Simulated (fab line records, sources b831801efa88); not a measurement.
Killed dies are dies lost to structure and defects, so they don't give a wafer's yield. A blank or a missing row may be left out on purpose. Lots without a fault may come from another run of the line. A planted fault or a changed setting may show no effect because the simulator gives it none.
fab line records | flow gf180mcu
record lots=5 wafers=15 last_day=34
route steps=602 shown V5@548 TOP_METAL@567
lots that met no fault: from a run of the same line without faults
start_h: hours from the record's first day to the start of the lot's first wafer shown | wait_h: hours since the lot's step before | " the same as in the row above | L1.1+2: a row that stands for several wafers | - no value, or no start given | * or withheld: withheld | < > ~ a bound
route shown NAME@n: a module of which the file shows steps, and the number in the route of the first | usual: mean/standard deviation of fault-free wafers | same: alike in all rows | chamber/n: place in a boat | sites: the reading at each site | _std_site: their standard deviation | _edge_site: outer sites' mean less inner sites' | radius_mm: how far each site lies from the wafer's centre | mask NAME#n: copy n | behind: the tool/chamber that last shaped the wafer | hold: why the lot was held/for how many hours/how that ended | device: the transistor (n, p or np) that didn't switch | end of line: the same wafers' tests at the end of the route | a step without rows: its recipe alone | killed: dies lost to structure and defects at the first sort, not the wafer's yield | map: a wafer's dies, x killed, . not, _ none there
set.NAME: the setting as run; set.NAME@STEP: as run at that earlier step | model.NAME: the simulator's own value behind a step, which no gauge read
lots at some steps of the route; a table a step, a row a wafer
services: from which hour (start_h, from the record's first day; less than 0 if before it) a tool's chamber was out of use, for how many hours, and why
## steps
# step GF_V5_COAT_08
# recipe resist=BARC temp_c=withheld time_s=withheld spin_rpm=withheld resist_thk_nm=withheld
# columns lot.wafer tool chamber start_h wait_h
L077.3+5+6 litho_track-01 0 644.17 0.1
L078.3+5+6 litho_track-01 0 654.97 0.1
L091.2+3+5 litho_track-02 0 741.82 0.1
L092.1+3+6 litho_track-01 0 744.87 0.1
L096.2+3+4 litho_track-02 0 767.87 0.1
# step GF_V5_COAT_09
# recipe resist=KrF spin_rpm=withheld resist_thk_nm=1000
# columns lot.wafer tool chamber start_h wait_h
L077.3+5+6 litho_track-01 0 - -
L078.3+5+6 litho_track-01 0 - -
L091.2+3+5 litho_track-02 0 - -
L092.1+3+6 litho_track-01 0 - -
L096.2+3+4 litho_track-02 0 - -
# step GF_V5_SOFTBAKE_10
# recipe temp_c=130 time_s=60 resist=KrF
# columns lot.wafer tool chamber start_h wait_h
L077.3+5+6 litho_track-01 0 - -
L078.3+5+6 litho_track-01 0 - -
L091.2+3+5 litho_track-02 0 - -
L092.1+3+6 litho_track-01 0 - -
L096.2+3+4 litho_track-02 0 - -
# step GF_V5_EXPOSE_11
# recipe mask_id=Via5 target_cd_nm=260 na=0.68 source_shape=conventional sigma_outer=0.6 dose_mj=38
# usual exposure_dose_mJ_cm2=37.96/0.046 focus_offset_nm=-0.1/0.68
# columns lot.wafer tool chamber start_h wait_h mask exposure_dose_mJ_cm2 focus_offset_nm
L077.3 krf_scanner-01 0 - - Via5#0 37.92 0.6
L077.5 " 0 " " Via5#0 37.92 0.6
L077.6 " 0 " " Via5#0 37.93 0.6
L078.3 krf_scanner-01 0 - - Via5#0 37.92 -0.3
L078.5 " 0 " " Via5#0 37.91 0.5
L078.6 " 0 " " Via5#0 37.95 0.4
L091.2 krf_scanner-01 0 - - Via5#0 37.96 0.8
L091.3 " 0 " " Via5#0 37.94 0.5
L091.5 " 0 " " Via5#0 37.96 0.5
L092.1 krf_scanner-01 0 - - Via5#0 37.95 -0.8
L092.3 " 0 " " Via5#0 37.95 -0.4
L092.6 " 0 " " Via5#0 37.95 -0.6
L096.2 krf_scanner-01 0 - - Via5#0 37.89 1.3
L096.3 " 0 " " Via5#0 37.91 1.5
L096.4 " 0 " " Via5#0 37.94 0.3
# step GF_V5_PEB_12
# recipe peb_temp_c=135 peb_time_s=90 resist=KrF
# columns lot.wafer tool chamber start_h wait_h
L077.3+5+6 litho_track-01 0 - -
L078.3+5+6 litho_track-01 0 - -
L091.2+3+5 litho_track-01 0 - -
L092.1+3+6 litho_track-01 0 - -
L096.2+3+4 litho_track-01 0 - -
# step GF_V5_DEVELOP_13
# recipe develop_time_s=60 resist=KrF dev_temp_c=21
# columns lot.wafer tool chamber start_h wait_h
L077.3+5+6 litho_track-01 0 654.52 0.1
L078.3+5+6 litho_track-01 0 664.07 0.1
L091.2+3+5 litho_track-01 0 750.79 0.2
L092.1+3+6 litho_track-01 0 753.32 0.2
L096.2+3+4 litho_track-01 0 775.79 0.2
# step GF_V5_CD_MEAS_14
# recipe target_cd_nm=260
# usual cd_nm=260.2/1.2
# columns lot.wafer tool chamber start_h wait_h cd_nm
L077.3 cd_sem-02 - 654.66 0.1 260.3
L077.5 " - " " 260.4
L077.6 " - " " 260.8
L078.3 cd_sem-01 - 664.21 0.1 261.4
L078.5 " - " " 259.8
L078.6 " - " " 260.7
L091.2 cd_sem-01 - 750.94 0.1 260.6
L091.3 " - " " 258.8
L091.5 " - " " 259.8
L092.1 cd_sem-02 - 753.47 0.1 259.4
L092.3 " - " " 260.0
L092.6 " - " " 260.9
L096.2 cd_sem-02 - 775.94 0.1 259.3
L096.3 " - " " 258.8
L096.4 " - " " 259.4
# step GF_V5_OVL_MEAS_15
# usual V5_OVL=-1/4.3
# columns lot.wafer tool chamber start_h wait_h V5_OVL[nm]
L077.3 overlay-02 - 654.75 0.1 7
L077.5 " - " " 3
L077.6 " - " " 2
L078.3 overlay-02 - 664.30 0.1 4
L078.5 " - " " -2
L078.6 " - " " -5
L091.2 overlay-01 - 751.04 0.1 8
L091.3 " - " " 0
L091.5 " - " " 2
L092.1 overlay-02 - 753.59 0.1 -3
L092.3 " - " " -3
L092.6 " - " " -4
L096.2 overlay-01 - 776.04 0.1 -4
L096.3 " - " " 4
L096.4 " - " " -3
# step GF_V5_ETCH_16
# recipe chemistry=N2/H2 target_depth_a=withheld overetch_a=withheld time_s=withheld target=BARC ion_energy_ev=200 source_w=500 bias_w=100 pressure_mtorr=30 n2_flow_sccm=100 h2_flow_sccm=200
# usual bias_w=100.0/0.32 drypump_motor_current_A=5.7/0.31 oes_product_au=0.854/0.0048 rf_fwd_power_W=495.0/2 throttle_valve_pct=13.225/0.0095
# columns lot.wafer tool chamber start_h wait_h bias_w drypump_motor_current_A oes_product_au rf_fwd_power_W throttle_valve_pct
L077.3 rie_diel-04 3 654.77 0.0 100.2 5.5 0.857 496.2 13.235
L077.5 " 0 " " 99.9 5.3 0.859 493.7 13.227
L077.6 " 1 " " 100.3 6.0 0.852 495.4 13.234
L078.3 rie_diel-04 1 664.32 0.0 100.0 6.0 0.858 494.7 13.230
L078.5 " 2 " " 99.7 5.4 0.857 493.6 13.224
L078.6 " 1 " " 100.1 6.0 0.859 494.5 13.223
L091.2 rie_diel-01 0 751.07 0.0 100.1 5.6 0.857 496.5 13.222
L091.3 " 2 " " 100.2 6.0 0.857 492.6 13.233
L091.5 " 2 " " 99.7 5.9 0.857 492.2 13.230
L092.1 rie_diel-04 3 753.62 0.0 99.9 5.5 0.852 499.3 13.216
L092.3 " 2 " " 100.2 5.4 0.855 495.7 13.219
L092.6 " 1 " " 100.4 6.0 0.856 496.5 13.222
L096.2 rie_diel-01 1 776.07 0.0 99.9 5.9 0.854 497.2 13.212
L096.3 " 2 " " 100.3 6.0 0.851 492.7 13.220
L096.4 " 3 " " 99.2 5.5 0.853 490.0 13.216
# step GF_V5_ETCH_17
# recipe chemistry=C4F8/O2/Ar mask_material=KrF target=SiO2 stop_on=TiN source_w=1500 bias_w=1200 pressure_mtorr=40 c4f8_flow_sccm=withheld O2_flow_sccm=6 Ar_flow_sccm=300 time_s=withheld target_depth_a=8550
# usual bias_w=1200/3.7 oes_product_au=0.859/0.0046 rf_fwd_power_W=1495/4.3
# columns lot.wafer tool chamber start_h wait_h bias_w oes_product_au rf_fwd_power_W
L077.3 rie_diel-04 3 - - 1194 0.855 1497
L077.5 " 0 " " 1198 0.864 1487
L077.6 " 1 " " 1202 0.859 1496
L078.3 rie_diel-04 1 - - 1198 0.855 1499
L078.5 " 2 " " 1204 0.855 1492
L078.6 " 1 " " 1198 0.855 1493
L091.2 rie_diel-01 0 - - 1203 0.861 1495
L091.3 " 2 " " 1197 0.860 1493
L091.5 " 2 " " 1193 0.860 1492
L092.1 rie_diel-04 3 - - 1195 0.861 1498
L092.3 " 2 " " 1194 0.860 1494
L092.6 " 1 " " 1198 0.860 1492
L096.2 rie_diel-01 1 - - 1202 0.866 1495
L096.3 " 2 " " 1203 0.854 1495
L096.4 " 3 " " 1205 0.856 1486
# step GF_V5_STRIP_18
# recipe chemistry=O2/N2 power_w=1400 pressure_mtorr=1500 platen_temp_c=250 o2_flow_sccm=3000 n2_flow_sccm=300 overash_fraction=0.5
# usual drypump_motor_current_A=5.7/0.42 heater_power_w=310/33 oes_product_au=0.567/0.0051
# columns lot.wafer tool chamber start_h wait_h drypump_motor_current_A heater_power_w oes_product_au rf_hours_counter_h
L077.3 plasma_asher-01 1 654.96 - 6.3 334 0.568 -
L077.5 " 0 " " 5.5 320 0.560 -
L077.6 " 1 " " 6.3 335 0.566 -
L078.3 plasma_asher-04 0 664.51 - 5.7 340 0.574 -
L078.5 " 1 " " 5.1 257 0.577 -
L078.6 " 0 " " 5.7 347 0.577 -
L091.2 plasma_asher-03 0 751.23 - 5.9 305 0.576 1
L091.3 " 1 " " 6.0 274 0.567 -
L091.5 " 0 " " 5.9 304 0.567 -
L092.1 plasma_asher-03 1 753.78 - 6.0 278 0.570 1
L092.3 " 0 " " 6.0 309 0.569 -
L092.6 " 0 " " 6.0 314 0.576 -
L096.2 plasma_asher-04 1 776.23 - 5.1 253 0.568 68
L096.3 " 0 " " 5.7 335 0.567 -
L096.4 " 1 " " 5.1 260 0.566 -
# step GF_V5_STRIP_19
# recipe chemistry=post_etch_residue_remover time_s=1200 temp_c=72.5
# usual bath_heat_duty_pct=14.6/1.2
# columns lot.wafer tool chamber start_h wait_h bath_heat_duty_pct
L077.3 wet_bench-03 2 655.03 0.0 14.5
L077.5 " 2 " " 14.7
L077.6 " 2 " " 15.5
L078.3 wet_bench-01 1 664.58 0.0 12.7
L078.5 " 1 " " 12.4
L078.6 " 1 " " 15.1
L091.2 wet_bench-04 1 751.33 0.1 14.8
L091.3 " 1 " " 14.2
L091.5 " 1 " " 14.0
L092.1 wet_bench-01 2 753.88 0.1 14.9
L092.3 " 2 " " 14.7
L092.6 " 2 " " 16.2
L096.2 wet_bench-03 0 776.33 0.1 14.8
L096.3 " 0 " " 13.6
L096.4 " 0 " " 13.9
# step GF_V5_CLEAN_20
# recipe chemistry=DIW dry=n2_spin
# columns lot.wafer tool chamber start_h wait_h
L077.3+5+6 wet_bench-01 1 655.40 0.0
L078.3+5+6 wet_bench-04 0 665.26 0.0
L091.2+3+5 wet_bench-01 1 751.70 0.0
L092.1+3+6 wet_bench-03 1 754.25 0.0
L096.2+3+4 wet_bench-01 0 776.70 0.0
# step GF_V5_SPUTTER_21
# recipe material=Ti target_thk_nm=15 chamber_pressure_pa=5 power_w=2500 substrate_temp_c=200 time_s=80.02
# usual throttle_valve_pct=30.2/0.99
# columns lot.wafer tool chamber start_h wait_h throttle_valve_pct
L077.3 pvd_sputter-03 - 655.49 0.0 30.9
L077.5 " - " " 29.8
L077.6 " - " " 31.5
L078.3 pvd_sputter-04 - 665.35 0.0 28.9
L078.5 " - " " 28.7
L078.6 " - " " 29.9
L091.2 pvd_sputter-02 - 751.80 0.0 31.6
L091.3 " - " " 31.0
L091.5 " - " " 31.3
L092.1 pvd_sputter-04 - 754.34 0.0 29.0
L092.3 " - " " 28.9
L092.6 " - " " 29.9
L096.2 pvd_sputter-02 - 776.79 0.0 31.5
L096.3 " - " " 30.4
L096.4 " - " " 31.2
# step GF_V5_SPUTTER_22
# recipe material=TiN target_thk_nm=10 chamber_pressure_pa=5 power_w=4000 time_s=40
# usual throttle_valve_pct=30.3/1
# columns lot.wafer tool chamber start_h wait_h throttle_valve_pct
L077.3 pvd_sputter-03 - 655.55 0.0 31.0
L077.5 " - " " 30.2
L077.6 " - " " 31.7
L078.3 pvd_sputter-04 - 665.41 0.0 28.7
L078.5 " - " " 29.2
L078.6 " - " " 30.1
L091.2 pvd_sputter-02 - 751.86 0.0 31.7
L091.3 " - " " 31.4
L091.5 " - " " 31.6
L092.1 pvd_sputter-04 - 754.40 0.0 29.2
L092.3 " - " " 28.9
L092.6 " - " " 29.9
L096.2 pvd_sputter-02 - 776.86 0.0 31.4
L096.3 " - " " 30.4
L096.4 " - " " 31.1
# step GF_V5_CVD_23
# recipe material=W target_thk_nm=350 time_s=104.9 temp_c=400 pressure_torr=40
# usual chamber_pressure_Torr=39.99/0.078 heater_power_w=774/36
# columns lot.wafer tool chamber start_h wait_h chamber_pressure_Torr heater_power_w
L077.3 cvd_w-01 1 655.63 0.1 39.96 753
L077.5 " 1 " " 39.92 759
L077.6 " 0 " " 39.90 722
L078.3 cvd_w-01 0 665.49 0.1 39.90 739
L078.5 " 1 " " 39.82 771
L078.6 " 0 " " 39.91 731
L091.2 cvd_w-01 0 751.90 0.0 40.05 746
L091.3 " 1 " " 40.08 766
L091.5 " 0 " " 40.06 728
L092.1 cvd_w-01 0 754.44 0.0 40.06 722
L092.3 " 0 " " 40.06 741
L092.6 " 1 " " 40.01 789
L096.2 cvd_w-01 1 776.90 0.0 39.94 776
L096.3 " 1 " " 39.99 785
L096.4 " 0 " " 39.97 718
# step GF_V5_RS_MEAS_24
# recipe thk_meas_gauge=four-point-probe reads=W_of_V5_CVD_23+TiN_of_V5_SPUTTER_22+Ti_of_V5_SPUTTER_21
# usual V5_W_RS=0.327/0.0043
# columns lot.wafer tool chamber start_h wait_h V5_W_RS[ohm/sq]
L077.3 film_metro-03 - 655.74 0.1 0.325
L077.5 " - " " 0.327
L077.6 " - " " 0.330
L078.3 film_metro-01 - 665.60 0.1 0.332
L078.5 " - " " 0.325
L078.6 " - " " 0.332
L091.2 film_metro-02 - 752.03 0.1 0.330
L091.3 " - " " 0.323
L091.5 " - " " 0.329
L092.1 film_metro-01 - 754.58 0.1 0.337
L092.3 " - " " 0.340
L092.6 " - " " 0.328
L096.2 film_metro-02 - 777.03 0.1 0.322
L096.3 " - " " 0.324
L096.4 " - " " 0.328
# step GF_V5_THK_MEAS_25
# recipe thk_meas_gauge=xrf reads=W_of_V5_CVD_23
# usual V5_W_THK=329/5.2
# columns lot.wafer tool chamber start_h wait_h V5_W_THK[nm]
L077.3 film_metro-03 - 655.84 0.1 336
L077.5 " - " " 333
L077.6 " - " " 330
L078.3 film_metro-01 - 665.70 0.1 324
L078.5 " - " " 330
L078.6 " - " " 325
L091.2 film_metro-02 - 752.14 0.1 324
L091.3 " - " " 329
L091.5 " - " " 322
L092.1 film_metro-01 - 754.70 0.1 315
L092.3 " - " " 317
L092.6 " - " " 327
L096.2 film_metro-02 - 777.14 0.1 329
L096.3 " - " " 329
L096.4 " - " " 324
# step GF_V5_CMP_26
# recipe stop_on=SiO2 down_force_psi=3.5 platen_rpm=60 t_overpolish_s=15 target_thk_nm=0 pad_velocity_m_s=0.94248
# usual head_pressure_psi=3.501/0.0077 motor_current_A=11.4/1.4 overpolish_run_s=15.000/0.011 time_to_endpoint_s=81/4.5
# columns lot.wafer tool chamber start_h wait_h head_pressure_psi motor_current_A overpolish_run_s time_to_endpoint_s
L077.3 cmp-02 0 656.03 0.2 3.494 11.3 15.002 80
L077.6 " 1 " " 3.498 11.6 15.001 82
L077.5 " 2 " " 3.494 12.4 15.011 91
L078.3 cmp-01 0 665.84 0.1 3.513 11.4 15.000 73
L078.6 " 2 " " 3.502 10.0 15.001 80
L078.5 " 3 " " 3.496 8.2 14.975 83
L091.3 cmp-01 0 752.19 0.0 3.495 11.5 14.996 74
L091.2 " 3 " " 3.492 8.3 15.000 84
L091.5 " 1 " " 3.485 13.5 15.006 77
L092.1 cmp-02 1 754.76 0.1 3.504 12.3 14.983 77
L092.3 " 0 " " 3.506 11.4 15.019 72
L092.6 " 1 " " 3.492 11.4 14.996 81
L096.3 cmp-02 2 777.66 0.5 3.507 12.0 15.008 89
L096.2 " 3 " " 3.502 10.5 15.009 83
L096.4 " 1 " " 3.498 11.8 14.996 82
# step GF_TOP_METAL_SPUTTER_00
# recipe material=Ti target_thk_nm=37.5 arriving_ion_energy_ev=80 substrate_temp_c=200 chamber_pressure_pa=2 power_w=4000 time_s=150
# usual throttle_valve_pct=29.7/0.85
# columns lot.wafer tool chamber start_h wait_h throttle_valve_pct
L077.3 pvd_sputter-04 - 656.18 0.1 30.1
L077.5 " - " " 30.0
L077.6 " - " " 28.8
L078.3 pvd_sputter-04 - 666.04 0.1 29.7
L078.5 " - " " 29.8
L078.6 " - " " 28.8
L091.2 pvd_sputter-01 - 752.49 0.1 30.0
L091.3 " - " " 30.3
L091.5 " - " " 29.9
L092.1 pvd_sputter-01 - 755.06 0.2 28.4
L092.3 " - " " 30.2
L092.6 " - " " 29.9
L096.2 pvd_sputter-01 - 777.96 0.2 30.0
L096.3 " - " " 28.0
L096.4 " - " " 29.3
# step GF_TOP_METAL_SPUTTER_01
# recipe material=TiN target_thk_nm=30 power_w=6500 time_s=25 chamber_pressure_pa=0.4
# usual throttle_valve_pct=29.7/0.86
# columns lot.wafer tool chamber start_h wait_h throttle_valve_pct
L077.3 pvd_sputter-04 - 656.28 0.1 30.1
L077.5 " - " " 30.0
L077.6 " - " " 28.7
L078.3 pvd_sputter-04 - 666.14 0.1 30.3
L078.5 " - " " 29.7
L078.6 " - " " 29.1
L091.2 pvd_sputter-01 - 752.59 0.1 29.9
L091.3 " - " " 30.1
L091.5 " - " " 29.8
L092.1 pvd_sputter-01 - 755.16 0.1 28.3
L092.3 " - " " 30.5
L092.6 " - " " 29.8
L096.2 pvd_sputter-01 - 778.06 0.1 29.8
L096.3 " - " " 28.3
L096.4 " - " " 29.0
# step GF_TOP_METAL_SPUTTER_02
# recipe material=AlCu target_thk_nm=900 power_w=10600 chamber_pressure_pa=0.3 substrate_temp_c=250 gas=Ar time_s=47.82
# usual throttle_valve_pct=29.7/0.84
# columns lot.wafer tool chamber start_h wait_h throttle_valve_pct
L077.3 pvd_sputter-04 - 656.31 0.0 30.0
L077.5 " - " " 29.9
L077.6 " - " " 29.0
L078.3 pvd_sputter-04 - 666.18 0.0 30.2
L078.5 " - " " 29.8
L078.6 " - " " 29.1
L091.2 pvd_sputter-01 - 752.62 0.0 29.9
L091.3 " - " " 30.0
L091.5 " - " " 30.1
L092.1 pvd_sputter-01 - 755.19 0.0 28.5
L092.3 " - " " 30.1
L092.6 " - " " 29.8
L096.2 pvd_sputter-01 - 778.09 0.0 30.1
L096.3 " - " " 27.9
L096.4 " - " " 28.8
# step GF_TOP_METAL_SPUTTER_03
# recipe material=Ti target_thk_nm=5 substrate_temp_c=300 chamber_pressure_pa=0.3 power_w=3000 time_s=3.3
# usual throttle_valve_pct=29.7/0.87
# columns lot.wafer tool chamber start_h wait_h throttle_valve_pct
L077.3 pvd_sputter-04 - 656.36 0.0 29.9
L077.5 " - " " 29.7
L077.6 " - " " 28.9
L078.3 pvd_sputter-04 - 666.22 0.0 29.9
L078.5 " - " " 30.0
L078.6 " - " " 28.9
L091.2 pvd_sputter-01 - 752.67 0.0 29.8
L091.3 " - " " 30.0
L091.5 " - " " 29.8
L092.1 pvd_sputter-01 - 755.24 0.0 28.5
L092.3 " - " " 30.3
L092.6 " - " " 29.9
L096.2 pvd_sputter-01 - 778.13 0.0 29.8
L096.3 " - " " 28.3
L096.4 " - " " 29.1
# step GF_TOP_METAL_SPUTTER_04
# recipe material=TiN target_thk_nm=25 power_w=6500 time_s=20.8 chamber_pressure_pa=0.4
# usual throttle_valve_pct=29.7/0.87
# columns lot.wafer tool chamber start_h wait_h throttle_valve_pct
L077.3 pvd_sputter-04 - 656.38 0.0 30.1
L077.5 " - " " 29.7
L077.6 " - " " 28.7
L078.3 pvd_sputter-04 - 666.24 0.0 30.1
L078.5 " - " " 29.7
L078.6 " - " " 29.2
L091.2 pvd_sputter-01 - 752.68 0.0 29.9
L091.3 " - " " 30.4
L091.5 " - " " 29.9
L092.1 pvd_sputter-01 - 755.26 0.0 28.0
L092.3 " - " " 30.1
L092.6 " - " " 29.9
L096.2 pvd_sputter-01 - 778.15 0.0 30.0
L096.3 " - " " 28.1
L096.4 " - " " 29.0
# step GF_TOP_METAL_RS_MEAS_05
# recipe thk_meas_gauge=four-point-probe reads=TiN_of_TOP_METAL_SPUTTER_04+Ti_of_TOP_METAL_SPUTTER_03+AlCu_of_TOP_METAL_SPUTTER_02+TiN_of_TOP_METAL_SPUTTER_01+Ti_of_TOP_METAL_SPUTTER_00
# usual TOP_METAL_ALCU_RS=0.0326/0.00036
# columns lot.wafer tool chamber start_h wait_h TOP_METAL_ALCU_RS[ohm/sq]
L077.3 film_metro-04 - 656.44 0.1 0.0331
L077.5 " - " " 0.0325
L077.6 " - " " 0.0326
L078.3 film_metro-02 - 666.31 0.1 0.0323
L078.5 " - " " 0.0323
L078.6 " - " " 0.0320
L091.2 film_metro-03 - 752.73 0.0 0.0327
L091.3 " - " " 0.0327
L091.5 " - " " 0.0326
L092.1 film_metro-04 - 755.28 0.0 0.0328
L092.3 " - " " 0.0327
L092.6 " - " " 0.0325
L096.2 film_metro-03 - 778.20 0.0 0.0331
L096.3 " - " " 0.0335
L096.4 " - " " 0.0333
# step GF_TOP_METAL_THK_MEAS_06
# recipe thk_meas_gauge=xrf reads=AlCu_of_TOP_METAL_SPUTTER_02
# usual TOP_METAL_ALCU_THK=890/11
# columns lot.wafer tool chamber start_h wait_h TOP_METAL_ALCU_THK[nm]
L077.3 film_metro-04 - 656.54 0.1 888
L077.5 " - " " 896
L077.6 " - " " 898
L078.3 film_metro-02 - 666.41 0.1 893
L078.5 " - " " 894
L078.6 " - " " 903
L091.2 film_metro-03 - 752.84 0.1 888
L091.3 " - " " 890
L091.5 " - " " 892
L092.1 film_metro-04 - 755.40 0.1 877
L092.3 " - " " 885
L092.6 " - " " 886
L096.2 film_metro-03 - 778.31 0.1 875
L096.3 " - " " 862
L096.4 " - " " 868
# step GF_TOP_METAL_DEHYDRATE_07
# recipe temp_c=200 time_s=60
# columns lot.wafer tool chamber start_h wait_h
L077.3+5+6 litho_track-02 0 665.09 8.5
L078.3+5+6 litho_track-02 0 675.44 9.0
L091.2+3+5 litho_track-02 0 760.42 7.6
L092.1+3+6 litho_track-01 0 762.52 7.1
L096.2+3+4 litho_track-02 0 785.12 6.8
# step GF_TOP_METAL_HMDS_08
# recipe prime_time_s=60 prime_temp_c=120
# columns lot.wafer tool chamber start_h wait_h
L077.3+5+6 litho_track-02 0 665.24 0.1
L078.3+5+6 litho_track-02 0 675.59 0.1
L091.2+3+5 litho_track-02 0 760.57 0.1
L092.1+3+6 litho_track-01 0 762.67 0.1
L096.2+3+4 litho_track-02 0 785.27 0.1
# step GF_TOP_METAL_COAT_09
# recipe resist=NOVOLAK spin_rpm=3000 resist_thk_nm=1500
# columns lot.wafer tool chamber start_h wait_h
L077.3+5+6 litho_track-02 0 665.39 0.1
L078.3+5+6 litho_track-02 0 675.74 0.1
L091.2+3+5 litho_track-02 0 760.72 0.1
L092.1+3+6 litho_track-01 0 762.82 0.1
L096.2+3+4 litho_track-02 0 785.42 0.1
# step GF_TOP_METAL_SOFTBAKE_10
# recipe temp_c=90 time_s=60 resist=NOVOLAK
# columns lot.wafer tool chamber start_h wait_h
L077.3+5+6 litho_track-02 0 665.54 0.1
L078.3+5+6 litho_track-02 0 675.89 0.1
L091.2+3+5 litho_track-02 0 760.87 0.1
L092.1+3+6 litho_track-01 0 762.97 0.1
L096.2+3+4 litho_track-02 0 785.57 0.1
# step GF_TOP_METAL_EXPOSE_11
# recipe mask_id=MetalTop target_cd_nm=440 na=0.6 source_shape=conventional sigma_outer=0.6 dose_mj=170
# usual exposure_dose_mJ_cm2=169.87/0.19 focus_offset_nm=-0.1/0.55
# columns lot.wafer tool chamber start_h wait_h mask exposure_dose_mJ_cm2 focus_offset_nm
L077.3 iline_stepper-02 0 - - MetalTop#0 169.99 0.6
L077.5 " 0 " " MetalTop#0 170.24 0.2
L077.6 " 0 " " MetalTop#0 169.81 0.0
L078.3 iline_stepper-02 0 - - MetalTop#0 169.74 0.5
L078.5 " 0 " " MetalTop#0 169.66 -0.1
L078.6 " 0 " " MetalTop#0 169.68 0.4
L091.2 iline_stepper-01 0 - - MetalTop#0 170.06 0.4
L091.3 " 0 " " MetalTop#0 169.95 -0.1
L091.5 " 0 " " MetalTop#0 170.18 0.4
L092.1 iline_stepper-01 0 - - MetalTop#0 170.23 -0.2
L092.3 " 0 " " MetalTop#0 170.18 0.4
L092.6 " 0 " " MetalTop#0 170.05 -0.2
L096.2 iline_stepper-02 0 - - MetalTop#0 169.87 -0.5
L096.3 " 0 " " MetalTop#0 169.93 -0.3
L096.4 " 0 " " MetalTop#0 169.65 -0.5
# step GF_TOP_METAL_PEB_12
# recipe temp_c=withheld time_s=* resist=NOVOLAK
# columns lot.wafer tool chamber start_h wait_h
L077.3+5+6 litho_track-02 0 - -
L078.3+5+6 litho_track-04 0 - -
L091.2+3+5 litho_track-04 0 - -
L092.1+3+6 litho_track-02 0 - -
L096.2+3+4 litho_track-04 0 - -
# step GF_TOP_METAL_DEVELOP_13
# recipe develop_time_s=60 dev_temp_c=23
# columns lot.wafer tool chamber start_h wait_h
L077.3+5+6 litho_track-02 0 675.29 0.1
L078.3+5+6 litho_track-04 0 684.47 0.1
L091.2+3+5 litho_track-04 0 769.34 0.1
L092.1+3+6 litho_track-02 0 770.79 0.1
L096.2+3+4 litho_track-04 0 793.29 0.1
# step GF_TOP_METAL_CD_MEAS_14
# recipe target_cd_nm=440
# usual cd_nm=439.6/2.1
# columns lot.wafer tool chamber start_h wait_h cd_nm
L077.3 cd_sem-01 - 675.43 0.1 438.3
L077.5 " - " " 438.7
L077.6 " - " " 438.3
L078.3 cd_sem-02 - 684.61 0.1 436.8
L078.5 " - " " 435.7
L078.6 " - " " 437.3
L091.2 cd_sem-01 - 769.48 0.1 441.4
L091.3 " - " " 440.0
L091.5 " - " " 440.0
L092.1 cd_sem-02 - 770.94 0.1 434.9
L092.3 " - " " 434.7
L092.6 " - " " 436.2
L096.2 cd_sem-02 - 793.43 0.1 439.3
L096.3 " - " " 439.8
L096.4 " - " " 438.7
# step GF_TOP_METAL_OVL_MEAS_15
# usual TOP_METAL_OVL=0.2/1.5
# columns lot.wafer tool chamber start_h wait_h TOP_METAL_OVL[nm]
L077.3 overlay-02 - 675.53 0.1 -0.7
L077.5 " - " " 1.1
L077.6 " - " " -0.9
L078.3 overlay-01 - 684.70 0.1 1.8
L078.5 " - " " 1.1
L078.6 " - " " 0.6
L091.2 overlay-02 - 769.59 0.1 -0.1
L091.3 " - " " -2.1
L091.5 " - " " -0.7
L092.1 overlay-01 - 771.06 0.1 -0.4
L092.3 " - " " -1.5
L092.6 " - " " -0.7
L096.2 overlay-01 - 793.54 0.1 0.3
L096.3 " - " " -0.4
L096.4 " - " " 0.4
# step GF_TOP_METAL_METAL_ETCH_16
# recipe chemistry=Cl2/BCl3 mask_material=NOVOLAK target_depth_nm=1077.5 stop_on=SiO2 pressure_mtorr=8 icp_w=800 bias_w=140 Cl2_flow_sccm=80 bcl3_flow_sccm=40 time_s=179.6
# usual bias_w=140.1/0.44 drypump_motor_current_A=5.8/0.35 oes_product_au=0.968/0.0071 rf_fwd_power_W=797.3/2.7 throttle_valve_pct=28.254/0.012
# columns lot.wafer tool chamber start_h wait_h bias_w drypump_motor_current_A oes_product_au rf_fwd_power_W rf_hours_counter_h throttle_valve_pct
L077.3 rie_metal-04 1 675.61 0.1 141.2 6.5 0.967 796.4 - 28.247
L077.5 " 0 " " 140.7 5.6 0.966 803.2 - 28.261
L077.6 " 1 " " 140.6 6.5 0.967 795.4 - 28.249
L078.3 rie_metal-01 0 684.78 0.1 140.2 6.3 0.971 799.2 - 28.260
L078.5 " 1 " " 139.8 5.5 0.975 796.4 - 28.235
L078.6 " 0 " " 140.2 6.3 0.969 800.1 - 28.247
L091.2 rie_metal-04 1 769.62 0.0 140.7 6.5 0.972 798.8 1 28.254
L091.3 " 1 " " 141.4 6.5 0.970 803.5 - 28.260
L091.5 " 0 " " 139.9 5.6 0.967 798.9 - 28.254
L092.1 rie_metal-01 0 771.10 0.0 139.7 6.3 0.975 796.7 7 28.252
L092.3 " 0 " " 139.5 6.3 0.978 795.8 - 28.261
L092.6 " 1 " " 139.7 5.5 0.970 794.6 - 28.242
L096.2 rie_metal-04 0 793.57 0.0 140.5 5.6 0.956 795.1 10 28.268
L096.3 " 0 " " 140.0 5.6 0.957 798.9 - 28.276
L096.4 " 1 " " 140.0 6.5 0.957 797.2 - 28.297
## services
# columns tool chamber start_h hours kind
wet_bench-01 - 631.88 1.8 repair
rie_metal-04 0 635.17 6.7 repair
pvd_sputter-02 - 644.04 1.8 repair
rie_diel-01 1 645.20 2.4 repair
rie_diel-01 - 648.73 14.6 pm
krf_scanner-01 - 651.05 1.0 pm
cmp-02 - 662.68 3.4 repair
wet_bench-03 - 668.91 1.9 pm
cvd_w-01 - 669.65 3.8 pm
wet_bench-01 - 672.45 0.6 repair
krf_scanner-01 - 676.18 1.3 pm
wet_bench-03 - 682.28 2.0 repair
pvd_sputter-01 - 682.62 8.0 repair
rie_metal-04 - 683.23 1.1 repair
cvd_w-01 1 694.37 11.4 repair
krf_scanner-01 - 697.65 0.8 pm
cvd_w-01 0 697.88 4.7 repair
krf_scanner-01 - 701.42 2.1 repair
cmp-02 - 708.08 5.5 pm
iline_stepper-02 - 720.64 2.2 repair
cmp-02 - 744.00 4.0 pm
cmp-02 - 762.24 0.6 repair
krf_scanner-01 - 773.67 6.0 repair
cmp-02 - 774.66 2.4 repair
## key
fault none
